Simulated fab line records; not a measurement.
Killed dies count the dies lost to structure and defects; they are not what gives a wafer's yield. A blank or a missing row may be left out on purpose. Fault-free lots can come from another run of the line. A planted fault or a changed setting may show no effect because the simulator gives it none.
Which tool was responsible? -- flow sky130 -- 12 lots with 36 wafers sampled at 6 steps, on a route of 708 steps

## WHAT THE GAUGES SHOWED, per wafer
SKY_GATE_OXIDE_OVL_MEAS_10. Usual: GATE_OXIDE_OVL gives -0.5 nm (standard deviation 1.3).
lot,measured,on,GATE_OXIDE_OVL (nm),flag
L221,day 13 09:54,overlay-02,-1.6 0.0 -0.2,
L222,day 14 02:35,overlay-02,0.3 -0.3 0.1,
L226,day 16 07:24,overlay-01,-0.8 0.8 -0.4,
L225,day 16 10:30,overlay-01,-0.8 -1.6 -0.6,
L228,day 16 14:21,overlay-01,-2.1 -1.3 -0.8,
L229,day 16 20:39,overlay-02,-0.2 -1.9 -1.5,
L234,day 18 14:50,overlay-01,-3.3 -3.1 -3.5,
L237,day 19 07:00,overlay-02,0.1 -0.7 -1.1,
L238,day 19 18:32,overlay-01,1.1 -0.7 -0.4,
L242,day 21 11:26,overlay-02,-0.5 -1.9 1.0,
L243,day 21 16:36,overlay-02,-0.2 0.8 0.6,
L244,day 21 23:54,overlay-02,-0.8 -1.1 0.1,

SKY_LDD_N_TW_MEAS_17. Usual: LDD_N_TW gives 2596 (standard deviation 18).
lot,measured,on,LDD_N_TW,flag
L221,day 17 07:02,filmMetro-01,2599 2595 2603,
L222,day 17 23:30,filmMetro-04,2596 2595 2607,
L226,day 20 16:14,filmMetro-01,2607 2619 2632,
L225,day 20 16:33,filmMetro-04,2595 2602 2582,
L228,day 20 19:02,filmMetro-01,2628 2622 2609,
L229,day 21 02:47,filmMetro-03,2571 2595 2577,
L234,day 22 18:44,filmMetro-03,2692 2665 2694,OFF
L237,day 23 10:52,filmMetro-03,2683 2672 2675,OFF
L238,day 23 22:47,filmMetro-03,2701 2694 2674,OFF
L242,day 25 12:43,filmMetro-01,2605 2616 2623,
L243,day 25 18:21,filmMetro-03,2582 2577 2573,
L244,day 26 11:20,filmMetro-04,2603 2595 2614,

SKY_LDD_P_CD_MEAS_07: the cd target is 380 nm. Usual: cdNm reads 379.5 nm (standard deviation 2.3).
lot,measured,on,cdNm (nm),flag
L221,day 18 12:41,cdSem-02,380.1 378.0 377.9,
L222,day 19 05:28,cdSem-01,375.7 376.6 378.4,
L226,day 21 22:56,cdSem-02,382.9 382.6 382.5,
L225,day 21 23:16,cdSem-02,379.0 379.3 376.8,
L228,day 22 01:35,cdSem-02,379.6 376.6 377.5,
L229,day 22 08:51,cdSem-02,379.1 381.6 383.8,
L234,day 23 23:18,cdSem-02,378.3 380.2 378.8,
L237,day 24 16:23,cdSem-01,377.6 377.5 378.4,
L238,day 25 04:00,cdSem-02,384.5 383.7 378.9,
L242,day 26 18:23,cdSem-01,379.5 379.7 379.9,
L243,day 26 23:47,cdSem-02,379.4 381.3 378.0,
L244,day 27 16:52,cdSem-01,380.4 380.5 379.3,

SKY_LDD_P_OVL_MEAS_08. Usual: LDD_P_OVL gives -0.5 nm (standard deviation 1.2).
lot,measured,on,LDD_P_OVL (nm),flag
L221,day 18 12:48,overlay-02,-1.3 -0.2 -1.9,
L222,day 19 05:34,overlay-01,-0.8 -0.1 -0.7,
L226,day 21 23:03,overlay-02,3.0 2.2 2.2,
L225,day 21 23:22,overlay-02,-1.1 -2.6 -1.6,
L228,day 22 01:42,overlay-02,-1.0 -0.5 -1.9,
L229,day 22 08:58,overlay-02,-0.1 -2.0 -0.7,
L234,day 23 23:25,overlay-02,-1.5 -0.4 -2.9,
L237,day 24 16:28,overlay-01,-0.4 0.3 0.0,
L238,day 25 04:06,overlay-02,0.3 1.0 1.2,
L242,day 26 18:30,overlay-01,1.1 0.4 0.1,
L243,day 26 23:53,overlay-01,-2.3 -0.2 -0.7,
L244,day 27 16:58,overlay-01,-1.4 -1.9 -2.9,

## EACH LOT AND THE TOOL THAT RAN IT (in order: tool; ch and the chambers of the sampled wafers; start)
lot,SKY_LDD_N_IMPLANT_09,SKY_LDD_N_STRIP_16
L221,"implanter-02 ch 0, day 17 05:53","plasmaAsher-02 ch 0, day 17 06:56"
L222,"implanter-02 ch 0, day 17 22:23","plasmaAsher-03 ch 0,1, day 17 23:25"
L226,"implanter-03 ch 0, day 20 15:05","plasmaAsher-03 ch 1, day 20 16:08"
L225,"implanter-02 ch 0, day 20 15:26","plasmaAsher-01 ch 0,1, day 20 16:28"
L228,"implanter-02 ch 0, day 20 17:53","plasmaAsher-02 ch 1, day 20 18:56"
L229,"implanter-02 ch 0, day 21 01:40","plasmaAsher-02 ch 0,1, day 21 02:41"
L234,"implanter-03 ch 0, day 22 17:16","plasmaAsher-03 ch 0,1, day 22 18:38"
L237,"implanter-04 ch 0, day 23 09:26","plasmaAsher-03 ch 0,1, day 23 10:46"
L238,"implanter-03 ch 0, day 23 21:20","plasmaAsher-01 ch 0,1, day 23 22:41"
L242,"implanter-02 ch 0, day 25 11:34","plasmaAsher-02 ch 0,1, day 25 12:37"
L243,"implanter-04 ch 0, day 25 17:14","plasmaAsher-03 ch 0,1, day 25 18:16"
L244,"implanter-02 ch 0, day 26 10:13","plasmaAsher-02 ch 0,1, day 26 11:14"
- SKY_LDD_N_IMPLANT_09
- SKY_LDD_N_STRIP_16: strips in O2/N2.

## AS READ BY THE TOOLS THEMSELVES (means over the sampled wafers that have a number; for cases with no such wafer, the mark the record gives instead)
SKY_LDD_N_IMPLANT_09. Usual: beamEnergyKeV 19.999, standard deviation 0.0063; rotationDeg 113.00 degrees, standard deviation 0.034.
lot,tool,beamEnergyKeV,rotationDeg (degrees),flag
L221,implanter-02,20.001,113.00,
L222,implanter-02,19.990,113.01,
L226,implanter-03,19.999,113.06,
L225,implanter-02,19.999,112.95,
L228,implanter-02,20.002,113.01,
L229,implanter-02,20.007,113.00,
L234,implanter-03,20.004,113.00,
L237,implanter-04,19.997,113.02,
L238,implanter-03,20.005,113.00,
L242,implanter-02,19.995,113.04,
L243,implanter-04,19.994,112.98,
L244,implanter-02,19.999,113.03,

SKY_LDD_N_STRIP_16. Usual: drypumpMotorCurrentA 5.8 A, standard deviation 0.34; oesProductAu 0.406 a.u., standard deviation 0.0045; stripTimeToEndpointS 4.315 s, standard deviation 0.013.
lot,tool,drypumpMotorCurrentA (A),oesProductAu (a.u.),stripTimeToEndpointS (s),flag
L221,plasmaAsher-02,5.1,0.414,4.287,
L222,plasmaAsher-03,6.1,0.404,4.310,
L226,plasmaAsher-03,5.8,0.410,4.316,
L225,plasmaAsher-01,5.7,0.405,4.308,
L228,plasmaAsher-02,5.9,0.412,4.324,
L229,plasmaAsher-02,5.7,0.407,4.325,
L234,plasmaAsher-03,5.9,0.404,4.533,OFF
L237,plasmaAsher-03,5.9,0.408,4.530,OFF
L238,plasmaAsher-01,5.7,0.402,4.531,OFF
L242,plasmaAsher-02,5.6,0.404,4.319,
L243,plasmaAsher-03,5.9,0.410,4.322,
L244,plasmaAsher-02,5.4,0.408,4.319,

## THE ANSWER, worked out from the rows above alone
Rule: take the mean of a lot's wafers that have a number; if it is more than 3 standard deviations from the usual mean, the lot is off. A lot without any number at a reading at which 4 lots or more have one is off too. The other lots that the step has rows for count as sound. First the gauges in route order, then the tools' own readings, where a lot's mean is used as printed above. At the first step where some lot is off, the reading lying furthest off is the one used; lots without a number count as furthest.
Off: L234, L237, L238, at SKY_LDD_N_TW_MEAS_17 (LDD_N_TW).
If a tool, at a process step before that reading, ran all the lots that are off and no sound lot after the first of them, it fits. Not tried: the gauges at SKY_LDD_N_TW_MEAS_17; whatever is off there is also off at SKY_LDD_N_STRIP_16, on other tools, and gauge error can't account for it. No candidate that was tried fits.

## WHAT THE SIMULATOR PUT IN
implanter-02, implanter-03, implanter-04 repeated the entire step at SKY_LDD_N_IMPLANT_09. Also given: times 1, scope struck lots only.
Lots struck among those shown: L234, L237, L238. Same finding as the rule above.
